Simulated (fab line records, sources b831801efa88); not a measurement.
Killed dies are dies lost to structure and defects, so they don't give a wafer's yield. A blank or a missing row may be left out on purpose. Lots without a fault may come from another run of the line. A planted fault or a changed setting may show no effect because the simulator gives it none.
Problem report in the 8D (eight disciplines) form, filled by code | flow sfq_line | the parts of the form that need people (team, actions taken, sign-off) are left out

1. THE PROBLEM
chamber_pressure_mTorr at SFQ_TRILAYER_L0_VIA_STRIP_STRIP_017 reads a mean of 40.00 mTorr on 6 wafers of 2 lots; wafers without a fault read 50.00 mTorr with a standard deviation of 0.043. That is -99 or more standard deviations from the usual mean.
The step: strips in O2.
First seen on wafer L169.2, day 5 20:11, on rie_metal-04. The record holds 42 wafers of 14 lots with a number at this step. Rule for "out", or "out of limits": more than 4 standard deviations from the usual mean. The other wafers with a number count as sound.

2. WHAT IT IS AND WHAT IT IS NOT
question                    | is                     | is not
which readings at this step | chamber_pressure_mTorr | drypump_motor_current_A, oes_product_au
which lots                  | L169, L171             | L164, L165, L175, L177, L178, L180, L181, L182, L183, L184, L185, L187
which wafers of those lots  | all that have a number | -
read on which tools         | rie_metal-04           | rie_metal-02, rie_metal-03
when                        | from day 5 20:11       | up to then (6 sound wafers); but 30 sound wafers of L175, L177, L178, L180, L181, L182, L183, L184, L185, L187 came after

3. SUSPECTS, AND WHAT RULES EACH OUT
Counting: a tool at a process step up to the reading stays a suspect if it ran every lot that is out and no sound lot after the first of them.
- rie_metal-04 at SFQ_TRILAYER_L0_VIA_STRIP_STRIP_017 (strips in O2): ruled out as a lasting fault. Sound lots L184, L185 ran on it after its first lot that is out, L169 (day 5 20:11).
Left after counting: nothing in the record.

4. THE CAUSE (what the simulator had put in)
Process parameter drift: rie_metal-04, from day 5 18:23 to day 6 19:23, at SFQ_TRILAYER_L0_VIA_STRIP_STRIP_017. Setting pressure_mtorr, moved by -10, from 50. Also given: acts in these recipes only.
Counting ruled it out, wrongly.

5. THE CHAIN OF EFFECTS, in route order
Each row: a reading whose mean over the struck wafers that have a number lies more than 3 standard deviations from the usual. Only readings for which the record gives a usual standard deviation are gone through. hours: the time from each lot's start at the first step in this table that gives one to its start at this step, as a median over the lots. sigmas: the change in usual standard deviations.
hours | step                                | reading                | usual       | on struck wafers | change | sigmas
0     | SFQ_TRILAYER_L0_VIA_STRIP_STRIP_017 | chamber_pressure_mTorr | 50.00 mTorr | 40.00            | -10.00 | -99 or more
The process steps in it:
- SFQ_TRILAYER_L0_VIA_STRIP_STRIP_017: strips in O2.
Later measuring or inspecting steps at which every struck wafer that the step has a row for has a number for every such reading, and none has moved that far: SFQ_M8_OVL_MEAS_948.

6. WHAT WOULD HAVE CAUGHT IT SOONER
In this record the first reading out of limits was taken at day 5 20:11, 2 hours after the fault began at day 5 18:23.
